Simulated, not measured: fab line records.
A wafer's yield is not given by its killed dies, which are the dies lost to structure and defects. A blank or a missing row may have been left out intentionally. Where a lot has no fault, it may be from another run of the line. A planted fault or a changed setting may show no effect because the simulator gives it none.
Which tool did it? || flow gf180mcu || 11 lots with 33 wafers sampled at 6 steps, on a route of 602 steps

## WHAT THE GAUGES SHOWED, per wafer
GF_V4_RS_MEAS_24: measurement is done with a four-point probe.
{"lot": "L426", "measured": "day 24 12:05", "on": "film_metro-02", "V4_W_RS (ohm/sq)": "0.322 0.326 0.326"}
{"lot": "L427", "measured": "day 24 20:31", "on": "film_metro-02", "V4_W_RS (ohm/sq)": "0.328 0.326 0.325"}
{"lot": "L430", "measured": "day 26 04:00", "on": "film_metro-04", "V4_W_RS (ohm/sq)": "0.332 0.327 0.323"}
{"lot": "L433", "measured": "day 27 00:23", "on": "film_metro-01", "V4_W_RS (ohm/sq)": "0.334 0.335 0.336"}
{"lot": "L434", "measured": "day 27 02:17", "on": "film_metro-02", "V4_W_RS (ohm/sq)": "0.320 0.326 0.325"}
{"lot": "L436", "measured": "day 28 04:39", "on": "film_metro-02", "V4_W_RS (ohm/sq)": "0.335 0.330 0.331"}
{"lot": "L438", "measured": "day 28 14:53", "on": "film_metro-01", "V4_W_RS (ohm/sq)": "0.323 0.323 0.328"}
{"lot": "L440", "measured": "day 29 03:41", "on": "film_metro-02", "V4_W_RS (ohm/sq)": "0.329 0.326 0.326"}
{"lot": "L441", "measured": "day 29 12:38", "on": "film_metro-04", "V4_W_RS (ohm/sq)": "0.332 0.329 0.332"}
{"lot": "L443", "measured": "day 30 02:45", "on": "film_metro-02", "V4_W_RS (ohm/sq)": "0.325 0.329 0.330"}
{"lot": "L449", "measured": "day 31 20:52", "on": "film_metro-02", "V4_W_RS (ohm/sq)": "0.328 0.329 0.330"}

GF_MIM_RS_MEAS_10: measurement is done with a four-point probe.
{"lot": "L426", "measured": "day 24 12:59", "on": "film_metro-04", "MIM_ALCU_RS (ohm/sq)": "0.1619 0.1630 0.1603"}
{"lot": "L427", "measured": "day 24 21:42", "on": "film_metro-03", "MIM_ALCU_RS (ohm/sq)": "0.1618 0.1615 0.1619"}
{"lot": "L430", "measured": "day 26 04:53", "on": "film_metro-04", "MIM_ALCU_RS (ohm/sq)": "0.1628 0.1632 0.1617"}
{"lot": "L433", "measured": "day 27 01:17", "on": "film_metro-02", "MIM_ALCU_RS (ohm/sq)": "0.1613 0.1631 0.1626"}
{"lot": "L434", "measured": "day 27 03:11", "on": "film_metro-04", "MIM_ALCU_RS (ohm/sq)": "0.1606 0.1600 0.1604"}
{"lot": "L436", "measured": "day 28 05:32", "on": "film_metro-04", "MIM_ALCU_RS (ohm/sq)": "0.1593 0.1598 0.1589"}
{"lot": "L438", "measured": "day 28 15:47", "on": "film_metro-03", "MIM_ALCU_RS (ohm/sq)": "0.1614 0.1614 0.1615"}
{"lot": "L440", "measured": "day 29 04:35", "on": "film_metro-02", "MIM_ALCU_RS (ohm/sq)": "0.1606 0.1568 0.1561"}
{"lot": "L441", "measured": "day 29 13:32", "on": "film_metro-02", "MIM_ALCU_RS (ohm/sq)": "0.0889 0.1583 0.1584"}
{"lot": "L443", "measured": "day 30 03:38", "on": "film_metro-03", "MIM_ALCU_RS (ohm/sq)": "0.0905 0.1612 0.1641"}
{"lot": "L449", "measured": "day 31 22:02", "on": "film_metro-02", "MIM_ALCU_RS (ohm/sq)": "0.1581 0.1609 0.1579"}

GF_MIM_THK_MEAS_11: measures by xrf.
{"lot": "L426", "measured": "day 24 13:05", "on": "film_metro-04", "MIM_ALCU_THK (nm)": "197.9 195.0 197.7"}
{"lot": "L427", "measured": "day 24 21:48", "on": "film_metro-03", "MIM_ALCU_THK (nm)": "197.7 198.2 196.8"}
{"lot": "L430", "measured": "day 26 05:00", "on": "film_metro-04", "MIM_ALCU_THK (nm)": "194.0 194.5 196.8"}
{"lot": "L433", "measured": "day 27 01:24", "on": "film_metro-02", "MIM_ALCU_THK (nm)": "197.0 194.3 195.4"}
{"lot": "L434", "measured": "day 27 03:17", "on": "film_metro-04", "MIM_ALCU_THK (nm)": "196.5 197.1 197.0"}
{"lot": "L436", "measured": "day 28 05:40", "on": "film_metro-04", "MIM_ALCU_THK (nm)": "198.8 199.1 198.3"}
{"lot": "L438", "measured": "day 28 15:55", "on": "film_metro-03", "MIM_ALCU_THK (nm)": "198.6 200.6 199.3"}
{"lot": "L440", "measured": "day 29 04:42", "on": "film_metro-02", "MIM_ALCU_THK (nm)": "199.2 203.5 205.5"}
{"lot": "L441", "measured": "day 29 13:39", "on": "film_metro-02", "MIM_ALCU_THK (nm)": "354.5 203.3 202.5"}
{"lot": "L443", "measured": "day 30 03:45", "on": "film_metro-03", "MIM_ALCU_THK (nm)": "349.1 199.5 196.5"}
{"lot": "L449", "measured": "day 31 22:09", "on": "film_metro-02", "MIM_ALCU_THK (nm)": "201.5 197.8 200.5"}

## WHAT TOOL EACH LOT RAN ON (gives the tool, then ch and the chambers of the sampled wafers, and finally the start)
{"lot": "L426", "GF_V4_ETCH_16": "rie_diel-03 ch 0,1, day 24 11:11", "GF_MIM_SPUTTER_02": "pvd_sputter-04, day 24 12:40", "GF_MIM_SPUTTER_08": "pvd_sputter-01, day 24 12:54"}
{"lot": "L427", "GF_V4_ETCH_16": "rie_diel-02 ch 0,2,3, day 24 19:36", "GF_MIM_SPUTTER_02": "pvd_sputter-04, day 24 21:22", "GF_MIM_SPUTTER_08": "pvd_sputter-02, day 24 21:36"}
{"lot": "L430", "GF_V4_ETCH_16": "rie_diel-03 ch 1,2, day 26 03:06", "GF_MIM_SPUTTER_02": "pvd_sputter-01, day 26 04:35", "GF_MIM_SPUTTER_08": "pvd_sputter-02, day 26 04:49"}
{"lot": "L433", "GF_V4_ETCH_16": "rie_diel-02 ch 0,1, day 26 23:21", "GF_MIM_SPUTTER_02": "pvd_sputter-02, day 27 01:00", "GF_MIM_SPUTTER_08": "pvd_sputter-01, day 27 01:13"}
{"lot": "L434", "GF_V4_ETCH_16": "rie_diel-02 ch 0,1,3, day 27 01:20", "GF_MIM_SPUTTER_02": "pvd_sputter-04, day 27 02:52", "GF_MIM_SPUTTER_08": "pvd_sputter-02, day 27 03:05"}
{"lot": "L436", "GF_V4_ETCH_16": "rie_diel-02 ch 1,3, day 28 03:42", "GF_MIM_SPUTTER_02": "pvd_sputter-01, day 28 05:16", "GF_MIM_SPUTTER_08": "pvd_sputter-02, day 28 05:29"}
{"lot": "L438", "GF_V4_ETCH_16": "rie_diel-04 ch 0,3, day 28 13:59", "GF_MIM_SPUTTER_02": "pvd_sputter-04, day 28 15:30", "GF_MIM_SPUTTER_08": "pvd_sputter-01, day 28 15:44"}
{"lot": "L440", "GF_V4_ETCH_16": "rie_diel-02 ch 1,2,3, day 29 02:41", "GF_MIM_SPUTTER_02": "pvd_sputter-02, day 29 04:17", "GF_MIM_SPUTTER_08": "pvd_sputter-04, day 29 04:31"}
{"lot": "L441", "GF_V4_ETCH_16": "rie_diel-02 ch 0,1, day 29 11:45", "GF_MIM_SPUTTER_02": "pvd_sputter-02, day 29 13:14", "GF_MIM_SPUTTER_08": "pvd_sputter-01, day 29 13:28"}
{"lot": "L443", "GF_V4_ETCH_16": "rie_diel-03 ch 0,1,2, day 30 01:51", "GF_MIM_SPUTTER_02": "pvd_sputter-02, day 30 03:20", "GF_MIM_SPUTTER_08": "pvd_sputter-01, day 30 03:34"}
{"lot": "L449", "GF_V4_ETCH_16": "rie_diel-02 ch 1,3, day 31 19:59", "GF_MIM_SPUTTER_02": "pvd_sputter-02, day 31 21:44", "GF_MIM_SPUTTER_08": "pvd_sputter-02, day 31 21:58"}
- GF_V4_ETCH_16: etches BARC in N2/H2.
- GF_MIM_SPUTTER_02: material AlCu, target thk 450 nm, time 23.9 s.
- GF_MIM_SPUTTER_08: material AlCu, target thk 200 nm, time 10.6 s.

## AS READ BY THE TOOLS THEMSELVES (means over the sampled wafers that have a number; for cases with no such wafer, the mark the record gives instead)
GF_V4_ETCH_16.
{"lot": "L426", "tool": "rie_diel-03", "drypump_motor_current_A (A)": 5.9, "oes_product_au (a.u.)": 0.856, "throttle_valve_pct (%)": 13.233}
{"lot": "L427", "tool": "rie_diel-02", "drypump_motor_current_A (A)": 5.4, "oes_product_au (a.u.)": 0.854, "throttle_valve_pct (%)": 13.219}
{"lot": "L430", "tool": "rie_diel-03", "drypump_motor_current_A (A)": 6.1, "oes_product_au (a.u.)": 0.852, "throttle_valve_pct (%)": 13.223}
{"lot": "L433", "tool": "rie_diel-02", "drypump_motor_current_A (A)": 5.9, "oes_product_au (a.u.)": 0.858, "throttle_valve_pct (%)": 13.215}
{"lot": "L434", "tool": "rie_diel-02", "drypump_motor_current_A (A)": 5.6, "oes_product_au (a.u.)": 0.859, "throttle_valve_pct (%)": 13.226}
{"lot": "L436", "tool": "rie_diel-02", "drypump_motor_current_A (A)": 5.4, "oes_product_au (a.u.)": 0.852, "throttle_valve_pct (%)": 13.222}
{"lot": "L438", "tool": "rie_diel-04", "drypump_motor_current_A (A)": 6.4, "oes_product_au (a.u.)": 0.855, "throttle_valve_pct (%)": 13.225}
{"lot": "L440", "tool": "rie_diel-02", "drypump_motor_current_A (A)": 5.3, "oes_product_au (a.u.)": 0.852, "throttle_valve_pct (%)": 13.221}
{"lot": "L441", "tool": "rie_diel-02", "drypump_motor_current_A (A)": 5.9, "oes_product_au (a.u.)": 0.852, "throttle_valve_pct (%)": 13.222}
{"lot": "L443", "tool": "rie_diel-03", "drypump_motor_current_A (A)": 6.0, "oes_product_au (a.u.)": 0.854, "throttle_valve_pct (%)": 13.228}
{"lot": "L449", "tool": "rie_diel-02", "drypump_motor_current_A (A)": 5.4, "oes_product_au (a.u.)": 0.855, "throttle_valve_pct (%)": 13.225}

GF_MIM_SPUTTER_02.
{"lot": "L426", "tool": "pvd_sputter-04", "throttle_valve_pct (%)": 30.7}
{"lot": "L427", "tool": "pvd_sputter-04", "throttle_valve_pct (%)": 30.8}
{"lot": "L430", "tool": "pvd_sputter-01", "throttle_valve_pct (%)": 30.9}
{"lot": "L433", "tool": "pvd_sputter-02", "throttle_valve_pct (%)": 31.7}
{"lot": "L434", "tool": "pvd_sputter-04", "throttle_valve_pct (%)": 30.7}
{"lot": "L436", "tool": "pvd_sputter-01", "throttle_valve_pct (%)": 31.3}
{"lot": "L438", "tool": "pvd_sputter-04", "throttle_valve_pct (%)": 30.0}
{"lot": "L440", "tool": "pvd_sputter-02", "throttle_valve_pct (%)": 31.6}
{"lot": "L441", "tool": "pvd_sputter-02", "throttle_valve_pct (%)": 31.7}
{"lot": "L443", "tool": "pvd_sputter-02", "throttle_valve_pct (%)": 31.7}
{"lot": "L449", "tool": "pvd_sputter-02", "throttle_valve_pct (%)": 32.0}

GF_MIM_SPUTTER_08.
{"lot": "L426", "tool": "pvd_sputter-01", "throttle_valve_pct (%)": 30.9}
{"lot": "L427", "tool": "pvd_sputter-02", "throttle_valve_pct (%)": 31.8}
{"lot": "L430", "tool": "pvd_sputter-02", "throttle_valve_pct (%)": 31.7}
{"lot": "L433", "tool": "pvd_sputter-01", "throttle_valve_pct (%)": 31.3}
{"lot": "L434", "tool": "pvd_sputter-02", "throttle_valve_pct (%)": 31.7}
{"lot": "L436", "tool": "pvd_sputter-02", "throttle_valve_pct (%)": 31.9}
{"lot": "L438", "tool": "pvd_sputter-01", "throttle_valve_pct (%)": 30.4}
{"lot": "L440", "tool": "pvd_sputter-04", "throttle_valve_pct (%)": 29.9}
{"lot": "L441", "tool": "pvd_sputter-01", "throttle_valve_pct (%)": 30.8}
{"lot": "L443", "tool": "pvd_sputter-01", "throttle_valve_pct (%)": 31.0}
{"lot": "L449", "tool": "pvd_sputter-02", "throttle_valve_pct (%)": 31.7}

## THE ANSWER, worked out from the rows above alone
Rule: the usual values come from the lots themselves. The widest of any qualifying gaps counts: lots, ordered by their means at a reading, are off when they make up no more than a third of the lots, leave a main group of 4 or more, and stand apart from it by 3 or more times the standard deviation of that group's means. A main group is skipped when, at the precision printed for the reading in the tables above, its means are all equal. Also off: a lot with no number at a reading for which 4 or more lots have one. The other lots that the step has rows for count as sound. First the gauges in route order, then the tools' own readings, where a lot's mean is used as printed above. The first step at which some lot is off is used, and at that step the reading that is off furthest; a lot without a number counts as furthest.
Off: L441, L443, at GF_MIM_RS_MEAS_10 (MIM_ALCU_RS). Main group: mean 0.1607 ohm/sq, sd 0.0016.
A tool fits if, at a process step before that reading, it ran every lot that is off, and no sound lot after the first of them. Those tools and the gauges at GF_MIM_RS_MEAS_10 are tried in the same way. One fits: pvd_sputter-01 at GF_MIM_SPUTTER_08. A fault onset in the window from L438 (day 28 15:44, its last sound lot) to L441 (day 29 13:28, its first lot off) fits.

## WHAT THE SIMULATOR PUT IN
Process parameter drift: pvd_sputter-01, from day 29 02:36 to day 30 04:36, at GF_MIM_SPUTTER_08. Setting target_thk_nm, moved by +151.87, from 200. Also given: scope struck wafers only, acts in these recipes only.
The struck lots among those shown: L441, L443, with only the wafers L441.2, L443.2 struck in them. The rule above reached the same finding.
